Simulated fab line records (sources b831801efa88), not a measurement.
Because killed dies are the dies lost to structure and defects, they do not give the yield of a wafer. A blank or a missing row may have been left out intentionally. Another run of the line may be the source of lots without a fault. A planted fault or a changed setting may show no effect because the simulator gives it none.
8D (eight disciplines) problem report, filled in by code || flow gf180mcu || the parts of the form that need people (team, actions taken, sign-off) are left out

## 1. PROBLEM STATEMENT
Across 3 wafers from 2 lots, V4_W_RS at GF_V4_RS_MEAS_24 averages 0.358 ohm/sq, while fault-free wafers read 0.327 ohm/sq with a standard deviation of 0.0033. Relative to the usual mean, that is a shift of +9.4 standard deviations.
The step: measures by four-point-probe.
First seen on wafer L293.1, day 27 05:52, on film-metro-04. Wafers with a number at this step in the record: 36, from 12 lots. The rule behind "out" and "out of limits": a value lying over 4 standard deviations away from the usual mean. The other wafers with a number count as sound.

## 2. WHAT IT IS; WHAT IT IS NOT
{"question": "which readings at this step", "is": "V4_W_RS", "is not": "-"}
{"question": "which lots", "is": "L293, L296", "is not": "L285, L286, L291, L292, L299, L300, L304, L306, L307, L308"}
{"question": "which wafers of those lots", "is": "L293.1, L296.4, L296.5", "is not": "L293.4, L293.6, L296.6"}
{"question": "read on which gauges", "is": "film-metro-01, film-metro-04", "is not": "film-metro-03"}
{"question": "when", "is": "from day 27 05:52", "is not": "up to then (14 sound wafers); but 19 sound wafers of L296, L299, L300, L304, L306, L307, L308 came after"}

## 3. WHAT RULES OUT EACH SUSPECT
Counting: any tool at a process step up to the reading remains a suspect provided it ran every lot that is out. Sound lots after the first of them don't rule it out here, since some wafers of a struck lot are sound.
- the gauge at GF_V4_RS_MEAS_24 has been ruled out. The wafers that are out were read on 2 gauges (film-metro-01, film-metro-04).
- cvd-w-02 at GF_V4_CVD_23 (deposits W, target thk 350 nm, time 104.9 s): kept. It processed each lot that is out (first: L293, day 27 05:46); up to then, its last sound lot is L292 (day 26 11:25).
- Within cvd-w-02 at GF_V4_CVD_23, the wafers that are out were processed in chamber 0 and their sound lot-mates in chamber 1.
After counting, what remains is cvd-w-02 at GF_V4_CVD_23.

## 4. THE CAUSE (what the simulator had put in)
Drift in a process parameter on cvd-w-02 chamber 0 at GF_V4_CVD_23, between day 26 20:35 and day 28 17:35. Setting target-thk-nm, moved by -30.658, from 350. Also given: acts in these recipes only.
Only this tool survived the counting.

## 5. THE EFFECT CHAIN, in route order
Each row: a reading whose mean over the struck wafers that have a number lies more than 3 standard deviations from the usual. Only readings for which the record gives a usual standard deviation are gone through. hours: the time from each lot's start at the first step in this table that gives one to its start at this step, as a median over the lots. sigmas: the change in usual standard deviations.
{"hours": 0, "step": "GF_V4_RS_MEAS_24", "reading": "V4_W_RS", "usual": "0.327 ohm/sq", "on struck wafers": 0.358, "change": "+0.031", "sigmas": "+9.4"}
{"hours": 0, "step": "GF_V4_THK_MEAS_25", "reading": "V4_W_THK", "usual": "357 nm", "on struck wafers": 326, "change": -31, "sigmas": -7.0}

## 6. HOW IT WOULD HAVE BEEN CAUGHT EARLIER
The first out-of-limits reading at a measuring or inspecting step in this record came at day 27 05:52, 9 hours after the fault's start at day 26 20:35.
Of the tool readings at GF_V4_CVD_23 for which the record gives a usual standard deviation, none was out on any struck wafer, so an alarm limit of 4 standard deviations on them would not have fired.
Among the 2 lots that are out, L296 began GF_V4_CVD_23 on cvd-w-02 after day 27 05:52. A tool hold placed at that time would have kept it from harm.
